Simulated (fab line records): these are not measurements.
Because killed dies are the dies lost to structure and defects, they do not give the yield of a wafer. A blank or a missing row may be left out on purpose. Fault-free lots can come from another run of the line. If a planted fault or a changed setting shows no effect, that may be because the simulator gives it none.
fab line records	flow sky130
record: lots: 6	wafers: 17	lastDay: 51
route steps=708 shown METAL4@622 PAD_OPEN@708
lots that met no fault: taken from a fault-free run of the same line
startH: the number of hours between the record's first day and the start of the first shown wafer of the lot	waitH: time in hours since the lot's previous step	" the same as in the row above	L1.1+2: a row that stands for several wafers	- no value present, or no start provided	* or withheld: withheld	< > ~ a bound
route shown NAME@n: a module of which the file shows steps, and the number in the route of the first	usual: mean and standard deviation over wafers with no fault	same: alike in all rows	chamber/n: place in a boat	sites: readings site by site	_std_site: how widely they spread, as a standard deviation	_edge_site: inner sites' mean taken away from outer sites' mean	radiusMm: how far each site lies from the wafer's centre	mask NAME#n: copy n	behind: tool/chamber where the wafer was last shaped	hold: what put the lot on hold/how long, in hours/how the hold closed	device: transistor that didn't switch, given as n, p or np	end of line: tests of these same wafers at the route's end	a step without rows: its recipe alone	killed: count of dies lost to structure and defects at first sort (not the wafer's yield)	map: shows each die of a wafer: x if killed, . if not, _ if none is there
set.NAME: the run value of the setting; set.NAME@STEP: its run value at that earlier step	model.NAME: the simulator's own value behind a step, which no gauge read
lots at selected steps of the route; one table per step, one row per wafer
services: when a tool's chamber went out of use (startH, in hours from the record's first day, below 0 if earlier), for how many hours, and the reason
== steps ==
step: SKY_METAL4_HMDS_06
recipe: primeTimeS: 60	primeTempC: 120
step: SKY_METAL4_COAT_07
recipe: resist: BARC	tempC: withheld	timeS: withheld	spinRpm: 3000	resistThkNm: 60
step: SKY_METAL4_COAT_08
recipe: resist: KrF-thick	spinRpm: 3000	resistThkNm: 1140
step: SKY_METAL4_SOFTBAKE_09
recipe: tempC: 100	timeS: 90	resist: KrF-thick
step: SKY_METAL4_EXPOSE_10
recipe: maskId: MM4	na: 0.68	sourceShape: annular	sigmaInner: 0.4	sigmaOuter: 0.8	targetCdNm: 300	doseMj: 28
step: SKY_METAL4_PEB_11
recipe: pebTempC: withheld	pebTimeS: withheld	resist: KrF-thick
step: SKY_METAL4_DEVELOP_12
recipe: developTimeS: 60	resist: KrF-thick	devTempC: 21
step: SKY_METAL4_CD_MEAS_13
recipe: targetCdNm: 300
usual: cdNm: 299.8/1.4
lot.wafer	tool	chamber	startH	waitH	cdNm
L791.2	cdSem-02	-	981.27	-	300.7
L791.3	"	-	"	"	299.4
L791.6	"	-	"	"	299.8
L799.2	cdSem-01	-	1037.51	-	301.1
L799.3	"	-	"	"	301.9
L799.5	"	-	"	"	301.5
L803.2	cdSem-02	-	1063.61	-	302.0
L803.4	"	-	"	"	302.2
L803.6	"	-	"	"	301.1
L804.1	cdSem-01	-	1066.15	-	300.3
L804.4	"	-	"	"	300.0
L804.5	"	-	"	"	300.0
L810.4	cdSem-02	-	1101.25	-	299.9
L810.5	"	-	"	"	299.4
L813.2	cdSem-01	-	1141.82	-	302.0
L813.4	"	-	"	"	302.0
L813.5	"	-	"	"	300.8
step: SKY_METAL4_OVL_MEAS_14
usual: METAL4_OVL: 3/5.1
lot.wafer	tool	chamber	startH	waitH	METAL4_OVL[nm]
L791.2	overlay-01	-	981.38	0.1	9
L791.3	"	-	"	"	15
L791.6	"	-	"	"	7
L799.2	overlay-02	-	1037.61	0.1	7
L799.3	"	-	"	"	7
L799.5	"	-	"	"	6
L803.2	overlay-01	-	1063.71	0.1	1
L803.4	"	-	"	"	2
L803.6	"	-	"	"	-3
L804.1	overlay-02	-	1066.27	0.1	3
L804.4	"	-	"	"	-1
L804.5	"	-	"	"	8
L810.4	overlay-02	-	1101.32	0.1	2
L810.5	"	-	"	"	4
L813.2	overlay-01	-	1141.93	0.1	-6
L813.4	"	-	"	"	-5
L813.5	"	-	"	"	0
step: SKY_METAL4_DESCUM_15
recipe: chemistry: O2	sourcePowerW: 150	biasPowerW: 0	pressureMtorr: 10	tempC: 40	timeS: 8
usual: drypumpMotorCurrentA: 5.9/0.52	oesProductAu: 0.996/0.011
lot.wafer	tool	chamber	startH	waitH	drypumpMotorCurrentA	oesProductAu	rfHoursCounterH
L791.2	rieMetal-03	1	981.41	0.0	4.8	0.980	15
L791.3	"	1	"	"	4.8	0.978	-
L791.6	"	0	"	"	6.0	1.004	-
L799.2	rieMetal-03	0	1037.65	0.0	6.0	0.999	-
L799.3	"	0	"	"	6.0	0.999	-
L799.5	"	0	"	"	6.0	1.011	-
L803.2	rieMetal-04	1	1063.74	0.0	6.2	0.992	18
L803.4	"	1	"	"	6.2	0.994	-
L803.6	"	1	"	"	6.2	0.982	-
L804.1	rieMetal-03	1	1066.31	0.0	4.8	0.987	1
L804.4	"	0	"	"	6.0	1.004	-
L804.5	"	1	"	"	4.8	0.991	-
L810.4	rieMetal-03	1	1101.35	0.0	4.8	0.982	-
L810.5	"	1	"	"	4.8	0.988	-
L813.2	rieMetal-02	0	1141.96	0.0	5.9	1.015	10
L813.4	"	0	"	"	5.9	1.012	-
L813.5	"	0	"	"	5.9	1.020	-
step: SKY_METAL4_ETCH_16
recipe: chemistry: N2/H2	target: BARC	ionEnergyEv: 200	biasW: 100	pressureMtorr: 30	n2FlowSccm: 100	h2FlowSccm: 200	icpW: 500	stopOn: SiO2	timeS: 88.2	targetDepthA: 600
usual: drypumpMotorCurrentA: 5.9/0.51	oesProductAu: 0.625/0.0045	runLengthS: 116.1/0.47	throttleValvePct: 13.204/0.01
lot.wafer	tool	chamber	startH	waitH	drypumpMotorCurrentA	oesProductAu	rfHoursCounterH	runLengthS	throttleValvePct
L791.2	rieMetal-03	1	981.44	0.0	4.8	0.622	15	116.4	13.210
L791.3	"	1	"	"	4.8	0.627	-	116.8	13.213
L791.6	"	0	"	"	6.0	0.630	-	115.6	13.205
L799.2	rieMetal-03	0	1037.74	0.1	6.0	0.636	-	115.4	13.197
L799.3	"	0	"	"	6.0	0.634	-	115.8	13.225
L799.5	"	0	"	"	6.0	0.627	-	115.6	13.186
L803.2	rieMetal-04	1	1063.77	0.0	6.2	0.621	18	116.8	13.204
L803.4	"	1	"	"	6.2	0.625	-	116.7	13.201
L803.6	"	1	"	"	6.2	0.628	-	117.0	13.196
L804.1	rieMetal-03	1	1066.34	0.0	4.9	0.636	1	116.4	13.192
L804.4	"	0	"	"	6.0	0.622	-	115.3	13.212
L804.5	"	1	"	"	4.8	0.621	-	116.6	13.198
L810.4	rieMetal-03	1	1101.41	0.0	4.8	0.626	-	116.5	13.204
L810.5	"	1	"	"	4.8	0.619	-	116.6	13.233
L813.2	rieMetal-02	0	1141.99	0.0	5.8	0.625	10	116.5	13.194
L813.4	"	0	"	"	5.8	0.625	-	116.1	13.207
L813.5	"	0	"	"	5.8	0.633	-	116.7	13.210
step: SKY_METAL4_ETCH_17
recipe: target: SiO2	stopOn: TiN	chemistry: C4F8/O2/Ar	sourceW: 1500	biasW: 1200	pressureMtorr: 40	c4f8FlowSccm: withheld	O2_flow_sccm: 6	Ar_flow_sccm: 300	timeS: 3.9	targetDepthA: 150
usual: oesProductAu: 0.755/0.0081
lot.wafer	tool	chamber	startH	waitH	oesProductAu
L791.2	rieDiel-03	2	981.54	0.1	0.762
L791.3	"	1	"	"	0.753
L791.6	"	3	"	"	0.765
L799.2	rieDiel-02	1	1037.90	0.1	0.748
L799.3	"	3	"	"	0.752
L799.5	"	1	"	"	0.747
L803.2	rieDiel-02	3	1063.87	0.1	0.754
L803.4	"	1	"	"	0.762
L803.6	"	1	"	"	0.764
L804.1	rieDiel-02	2	1066.44	0.1	0.741
L804.4	"	3	"	"	0.747
L804.5	"	3	"	"	0.760
L810.4	rieDiel-04	0	1101.47	0.0	0.769
L810.5	"	1	"	"	0.761
L813.2	rieDiel-04	2	1142.09	0.1	0.748
L813.4	"	3	"	"	0.761
L813.5	"	1	"	"	0.759
step: SKY_METAL4_METAL_ETCH_18
recipe: targetDepthA: 8450	stopOn: SiO2	overEtchFrac: 0.3	timeS: 183.1	chemistry: Cl2/BCl3	resistSidewallDeg: 88	pressureMtorr: 10	icpW: 900	biasW: 48.5	Cl2_flow_sccm: 60	bcl3FlowSccm: 30
usual: drypumpMotorCurrentA: 6.0/0.59	oesProductAu: 0.866/0.0066	runLengthS: 211.2/0.49	throttleValvePct: 22.265/0.0088
same: overEtchFrac: 0.3
lot.wafer	tool	chamber	startH	waitH	drypumpMotorCurrentA	oesProductAu	rfHoursCounterH	runLengthS	throttleValvePct	model.KrF-thick_of_METAL4_COAT_08.thkNm	model.METAL4.cdNm	model.SiO2_of_VIA3_HDPCVD_00.thkNm
L791.2	rieMetal-04	0	981.56	0.0	6.7	0.865	4	211.5	22.268	533.5	296.5	436.3
L791.3	"	1	"	"	6.2	0.865	-	211.5	22.251	520.8	300.4	437.7
L791.6	"	0	"	"	6.7	0.870	-	211.7	22.268	523	294.5	435.7
L799.2	rieMetal-04	0	1037.92	0.0	6.7	0.870	7	211.1	22.256	527.3	297.6	436
L799.3	"	1	"	"	6.2	0.868	-	211.8	22.255	522.6	302.8	435.6
L799.5	"	0	"	"	6.6	0.863	-	211.0	22.273	517.4	301	435.3
L803.2	rieMetal-02	0	1063.89	0.0	5.8	0.865	5	211.3	22.246	525.4	302	435.6
L803.4	"	1	"	"	6.0	0.866	-	210.5	22.266	524.4	312.9	436.8
L803.6	"	0	"	"	5.9	0.860	-	211.0	22.257	515.9	298.4	435.3
L804.1	rieMetal-04	0	1066.46	0.0	6.7	0.874	9	211.6	22.265	528.8	299.1	437
L804.4	"	0	"	"	6.7	1.003	-	178.8	22.246	622.2	312.1	437.8
L804.5	"	1	"	"	6.2	0.879	-	211.8	22.266	535.9	297	437
L810.4	rieMetal-04	0	1101.55	0.1	6.7	0.995	-	178.9	22.275	633.6	308	441.5
L810.5	"	0	"	"	6.7	0.856	-	211.3	22.275	540.6	297.5	436.6
L813.2	rieMetal-03	1	1142.11	0.0	4.8	0.862	6	211.2	22.266	537.4	303.8	435
L813.4	"	1	"	"	4.8	0.870	-	211.3	22.266	538.8	304.2	434.4
L813.5	"	0	"	"	6.0	0.858	-	210.2	22.269	526	312.3	435.8
step: SKY_METAL4_STRIP_19
recipe: chemistry: O2/N2	powerW: 1400	pressureMtorr: 1500	platenTempC: withheld	o2FlowSccm: 3000	n2FlowSccm: 300	overashFraction: 0.5
usual: drypumpMotorCurrentA: 5.5/0.39	oesProductAu: 0.504/0.0065	stripTimeToEndpointS: 6.57/0.087
lot.wafer	tool	chamber	startH	waitH	drypumpMotorCurrentA	oesProductAu	rfHoursCounterH	stripTimeToEndpointS
L791.2	plasmaAsher-02	1	981.74	0.1	5.1	0.503	24	6.60
L791.3	"	1	"	"	5.1	0.503	-	6.48
L791.6	"	0	"	"	6.2	0.495	-	6.49
L799.2	plasmaAsher-03	1	1038.10	0.1	5.6	0.506	121	6.53
L799.3	"	1	"	"	5.6	0.497	-	6.48
L799.5	"	0	"	"	5.7	0.496	-	6.43
L803.2	plasmaAsher-04	1	1064.07	0.1	5.1	0.499	61	6.53
L803.4	"	0	"	"	5.3	0.497	-	6.51
L803.6	"	0	"	"	5.2	0.494	-	6.43
L804.1	plasmaAsher-03	1	1066.64	0.1	5.6	0.500	0	6.56
L804.4	"	1	"	"	5.6	0.545	-	7.47
L804.5	"	1	"	"	5.6	0.512	-	6.61
L810.4	plasmaAsher-03	0	1101.70	0.1	5.7	0.548	-	7.59
L810.5	"	1	"	"	5.6	0.510	-	6.66
L813.2	plasmaAsher-04	0	1142.29	0.1	5.2	0.499	69	6.62
L813.4	"	1	"	"	5.1	0.509	-	6.66
L813.5	"	0	"	"	5.2	0.502	-	6.53
step: SKY_METAL4_STRIP_20
recipe: chemistry: postEtchResidueRemover	timeS: 1200	tempC: 72.5
step: SKY_PAD_OPEN_PROBE_99
lot.wafer	tool	chamber	startH	waitH	model.etest.met4.widthNm	model.etest.met4Comb.leakLog10AUm	model.etest.met4.lineOhmUm
L791.2	prober-02	-	1076.94	0.1	297.9	-12.16	0.1414
L791.3	prober-02	-	1076.99	0.2	302.6	-11.99	0.1419
L791.6	prober-02	-	1077.14	0.2	295.6	-12	0.1421
L799.2	prober-01	-	1126.09	0.1	298	-12.16	0.1409
L799.3	prober-01	-	1126.14	0.2	300.4	-11.99	0.1419
L799.5	prober-01	-	1126.24	0.2	298.6	-12.11	0.1407
L803.2	prober-01	-	1148.43	0.1	300.5	-11.91	0.1418
L803.4	prober-01	-	1148.53	0.2	312	-11.89	0.1351
L803.6	prober-01	-	1148.63	0.2	299.6	-12.08	0.1427
L804.1	prober-02	-	1151.62	0.1	298	-11.96	0.1416
L804.4	prober-02	-	1151.77	0.2	312.7	-8.158	0.134
L804.5	prober-02	-	1151.82	0.2	296.8	-11.83	0.1395
L810.4	prober-02	-	1180.61	0.2	309	-8.689	0.1378
L810.5	prober-02	-	1180.66	0.2	296.7	-11.91	0.143
L813.2	prober-02	-	1212.08	0.1	308.3	-11.97	0.1387
L813.4	prober-02	-	1212.18	0.2	301.6	-12.05	0.1406
L813.5	prober-02	-	1212.23	0.2	312.7	-12.02	0.1349
killed by level:class
L791.2 CONTACT:geometricParticle:open=9 VIA3:geometricParticle:short=8 POLY_GATE:geometricParticle:short=6 VIA3:geometricParticle:open=6 VIA1:geometricParticle:open=5 VIA2:geometricParticle:open=5 LOCAL_INTERCONNECT:geometricParticle:short=4 METAL1:geometricParticle:short=4
L791.3 CONTACT:geometricParticle:open=14 VIA1:geometricParticle:open=7 METAL2:geometricParticle:short=6 POLY_GATE:geometricParticle:short=5 METAL1:geometricParticle:short=5 VIA2:geometricParticle:open=5 LI_CONTACT:geometricParticle:open=4 CONTACT:geometricParticle:short=4
L791.6 VIA1:geometricParticle:open=11 VIA2:geometricParticle:open=9 CONTACT:geometricParticle:open=8 POLY_GATE:geometricParticle:open=7 VIA3:geometricParticle:open=7 METAL2:geometricParticle:short=5 LI_CONTACT:geometricParticle:open=5 VIA3:geometricParticle:short=5
L799.2 VIA1:geometricParticle:open=12 CONTACT:geometricParticle:open=6 FIELD_ISO:geometricParticle:short=5 LI_CONTACT:geometricParticle:open=5 VIA1:geometricParticle:short=5 VIA3:geometricParticle:open=5 METAL4:geometricParticle:short=5 METAL3:geometricParticle:short=4
L799.3 VIA1:geometricParticle:open=8 CONTACT:geometricParticle:open=8 LI_CONTACT:geometricParticle:open=7 VIA1:geometricParticle:short=6 POLY_GATE:geometricParticle:open=5 VIA3:geometricParticle:open=5 METAL2:geometricParticle:short=4 VIA2:geometricParticle:open=4
L799.5 VIA1:geometricParticle:open=11 VIA2:geometricParticle:open=9 FIELD_ISO:geometricParticle:short=8 CONTACT:geometricParticle:open=7 LI_CONTACT:geometricParticle:open=6 METAL3:geometricParticle:short=5 METAL2:geometricParticle:short=4 FIELD_ISO:geometricParticle:open=3
L803.2 VIA1:geometricParticle:open=15 CONTACT:geometricParticle:open=9 VIA1:geometricParticle:short=7 VIA2:geometricParticle:open=7 FIELD_ISO:geometricParticle:open=6 LI_CONTACT:geometricParticle:open=5 FIELD_ISO:geometricParticle:short=4 LOCAL_INTERCONNECT:geometricParticle:short=4
L803.4 CONTACT:geometricParticle:open=11 LI_CONTACT:geometricParticle:open=9 LOCAL_INTERCONNECT:geometricParticle:short=9 VIA1:geometricParticle:open=7 VIA2:geometricParticle:open=7 VIA3:geometricParticle:short=6 FIELD_ISO:geometricParticle:short=4 POLY_GATE:geometricParticle:open=4
L803.6 CONTACT:geometricParticle:open=13 VIA3:geometricParticle:open=9 VIA1:geometricParticle:open=9 LI_CONTACT:geometricParticle:open=5 VIA2:geometricParticle:open=5 METAL1:geometricParticle:short=4 VIA2:geometricParticle:short=4 FIELD_ISO:geometricParticle:open=3
L813.2 CONTACT:geometricParticle:open=13 VIA2:geometricParticle:open=8 VIA1:geometricParticle:open=7 VIA3:geometricParticle:open=7 FIELD_ISO:geometricParticle:open=5 FIELD_ISO:geometricParticle:short=5 LI_CONTACT:geometricParticle:open=5 METAL1:geometricParticle:short=4
L813.4 CONTACT:geometricParticle:open=13 POLY_GATE:geometricParticle:short=6 VIA2:geometricParticle:short=6 VIA1:geometricParticle:open=6 VIA3:geometricParticle:open=5 METAL1:geometricParticle:short=5 VIA1:geometricParticle:short=5 VIA2:geometricParticle:open=5
L813.5 CONTACT:geometricParticle:open=12 METAL1:geometricParticle:short=9 METAL2:geometricParticle:short=8 LI_CONTACT:geometricParticle:open=8 CONTACT:geometricParticle:short=8 VIA1:geometricParticle:open=8 POLY_GATE:geometricParticle:short=6 POLY_GATE:geometricParticle:open=6
== services ==
tool	chamber	startH	hours	kind
rieMetal-02	0	959.10	-	clean
rieMetal-02	0	959.10	19.1	scheduledDown
rieMetal-02	0	959.10	19.1	ventCycle
plasmaAsher-03	-	960.43	3.4	repair
rieDiel-04	3	982.81	5.2	repair
rieDiel-02	0	983.98	4.4	repair
rieDiel-04	3	1000.13	8.5	repair
rieMetal-03	1	1034.54	-	clean
rieMetal-03	1	1034.54	17.9	scheduledDown
rieMetal-03	1	1034.54	17.9	ventCycle
rieDiel-03	-	1040.63	0.5	repair
rieDiel-02	2	1042.54	4.2	repair
plasmaAsher-03	-	1055.25	9.0	pm
plasmaAsher-03	0	1055.25	9.0	ventCycle
rieDiel-04	-	1064.95	2.8	pm
rieDiel-03	-	1070.77	1.0	repair
rieDiel-02	-	1073.10	0.8	repair
rieDiel-03	0	1073.21	6.5	repair
rieDiel-02	-	1084.19	0.2	repair
plasmaAsher-02	-	1105.01	27.2	repair
plasmaAsher-02	-	1115.17	1.6	repair
rieMetal-02	0	1128.99	1.5	repair
plasmaAsher-04	-	1134.79	3.0	repair
rieDiel-03	1	1136.67	4.0	repair
== key ==
firstSign: step: SKY_METAL4_METAL_ETCH_18	reading: runLengthS	direction: down	sigmas: 66	usual: *	struck: *
effect: step: SKY_METAL4_METAL_ETCH_18	reading: oesProductAu	direction: up	sigmas: 20	usual: 0.866	struck: 0.999
effect: step: SKY_METAL4_STRIP_19	reading: stripTimeToEndpointS	direction: up	sigmas: 11	usual: *	struck: *
modelEffect: step: SKY_METAL4_METAL_ETCH_18	value: KrF-thick_of_METAL4_COAT_08.thkNm	without: 531.5	struck: 627.9
modelEffect: step: SKY_PAD_OPEN_PROBE_99	value: etest.met4.widthNm	without: 300.3	struck: 310.9
metAt SKY_METAL4_METAL_ETCH_18
struckWafers L804.4,L810.4
sortLeftOut L804.4,L810.4
onsetBetween 1037.92 1066.46
fault: kind: processParameterDrift	tool: rieMetal-04	chamber: -	onsetH: 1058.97	steps: SKY_METAL4_METAL_ETCH_18	channel: timeS	offset: *	shape: step	endH: 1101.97	scope: struckWafersOnly	actsIn: *	stated: *
sortLeftOut: the simulated sort isn't trusted on such a fault, so these wafers' sort isn't shown, and their yield isn't known
